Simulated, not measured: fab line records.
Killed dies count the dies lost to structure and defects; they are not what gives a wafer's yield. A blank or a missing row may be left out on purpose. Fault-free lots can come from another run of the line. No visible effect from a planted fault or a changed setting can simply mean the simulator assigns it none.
A struck lot beside a sound one / flow sky130 / 17 out of 708 route steps
Sound: wafers L509.2, L509.5, L509.6. Struck: wafer L500.1 (left out: L500.6, a lot-mate that was not struck); the cause follows at the end.
Order at every step that has rows: each side's tool, ch and its chambers, its first start. Under that, the readings that differ: sound wafers / struck wafers / difference of the means / sigmas: that difference in standard deviations of wafers without a fault.
alike: a reading whose means differ by less than 2 such deviations, as well as words and numbers matching on both sides. not compared: withheld readings; readings where some wafer has no value; bounds like >300 that might hide an equal value; numbers whose values overlap and for which the record gives no deviation.
Wherever a step has rows on one side only, a row that says differs or no value, or a row with sigmas, the two part there. Numbers that don't overlap but have no deviation are shown without sigmas and don't part them. A reading missing from all wafers of one side parts the sides only when that side holds two or more wafers.

first, 3 steps without rows for these wafers: SKY_LI_CONTACT_EXPOSE_09 (exposes mask LICM1, target cd 170 nm); SKY_LI_CONTACT_PEB_10; SKY_LI_CONTACT_DEVELOP_11 (develop time 60 s).
SKY_LI_CONTACT_CD_MEAS_12: the cd target is 170 nm.
  sound on cd_sem-01, day 36 16:14; struck on cd_sem-01, day 32 18:29
  alike: cd_nm
SKY_LI_CONTACT_OVL_MEAS_13:
  sound on overlay-02, day 36 16:21; struck on overlay-01, day 32 18:36
  alike: LI_CONTACT_OVL
SKY_LI_CONTACT_ETCH_14: etches BARC in N2/H2, stops on SiO2, time 45.9 s, target depth 60 nm.
  sound on rie_diel-02 ch 0,1, day 36 16:23; struck on rie_diel-03 ch 0, day 32 18:38
  alike: drypump_motor_current_A, oes_product_au, throttle_valve_pct
  not compared: rf_hours_counter_h
SKY_LI_CONTACT_ETCH_15: etches PSG in C4F8/O2/Ar, stops on Si, target depth 600 nm.
  sound on rie_diel-02 ch 0,1, day 36 16:25; struck on rie_diel-03 ch 0, day 32 18:41
reading=oes_product_au (a.u.); sound=0.841 0.839 0.840; struck=0.830; difference=-0.010; sigmas=-2
SKY_LI_CONTACT_STRIP_16: strips in O2/N2.
  sound on plasma_asher-03 ch 0,1, day 36 16:31; struck on plasma_asher-03 ch 0, day 32 18:46
  alike: drypump_motor_current_A, oes_product_au, strip_time_to_endpoint_s
  not compared: rf_hours_counter_h
then, 2 steps without rows for these wafers: SKY_LI_CONTACT_CLEAN_17 (cleans in NMP, time 600 s); SKY_LI_CONTACT_PRE_CLEAN_18 (time 5.6 s).
SKY_LI_CONTACT_SPUTTER_19: material Ti, target thk 20 nm, time 106.37 s.
  sound on pvd_sputter-01, day 36 16:48; struck on pvd_sputter-01, day 32 19:04
  alike: throttle_valve_pct
SKY_LI_CONTACT_SPUTTER_20: material TiN, target thk 20 nm, time 80 s.
  sound on pvd_sputter-01, day 36 16:53; struck on pvd_sputter-01, day 32 19:08
  alike: throttle_valve_pct
SKY_LI_CONTACT_CVD_21: deposits W, target thk 400 nm, time 120.56 s.
  sound on cvd_w-01 ch 0,1, day 36 16:56; struck on cvd_w-01 ch 1, day 32 19:12
reading=model.W_of_LI_CONTACT_CVD_21.thk_nm (nm); sound=398.4 397.4 396.2; struck=419.7; difference=+22.4; sigmas=
  alike: heater_power_w
SKY_LI_CONTACT_RS_MEAS_22: uses a four-point probe to measure.
  sound on film_metro-01, day 36 17:05; struck on film_metro-01, day 32 19:19
reading=LI_CONTACT_W_RS (ohm/sq); sound=0.2863 0.2863 0.2873; struck=0.2713; difference=-0.0153; sigmas=-5
SKY_LI_CONTACT_THK_MEAS_23: measures by xrf.
  sound on film_metro-01, day 36 17:11; struck on film_metro-01, day 32 19:26
reading=LI_CONTACT_W_THK (nm); sound=402 403 403; struck=429; difference=+26; sigmas=+4
then, 1 step without rows for these wafers: SKY_LI_CONTACT_CMP_24 (polishes, stops on PSG, t overpolish 20 s, target thk 0 nm).
SKY_PAD_OPEN_PROBE_99:
  sound wafers here have rows in the record (prober-02, day 51 00:38); struck ones have none

== WHERE THEY PART ==
Earliest at SKY_LI_CONTACT_ETCH_15; latest, in this record, at SKY_PAD_OPEN_PROBE_99.

WHY: what had been put in by the simulator
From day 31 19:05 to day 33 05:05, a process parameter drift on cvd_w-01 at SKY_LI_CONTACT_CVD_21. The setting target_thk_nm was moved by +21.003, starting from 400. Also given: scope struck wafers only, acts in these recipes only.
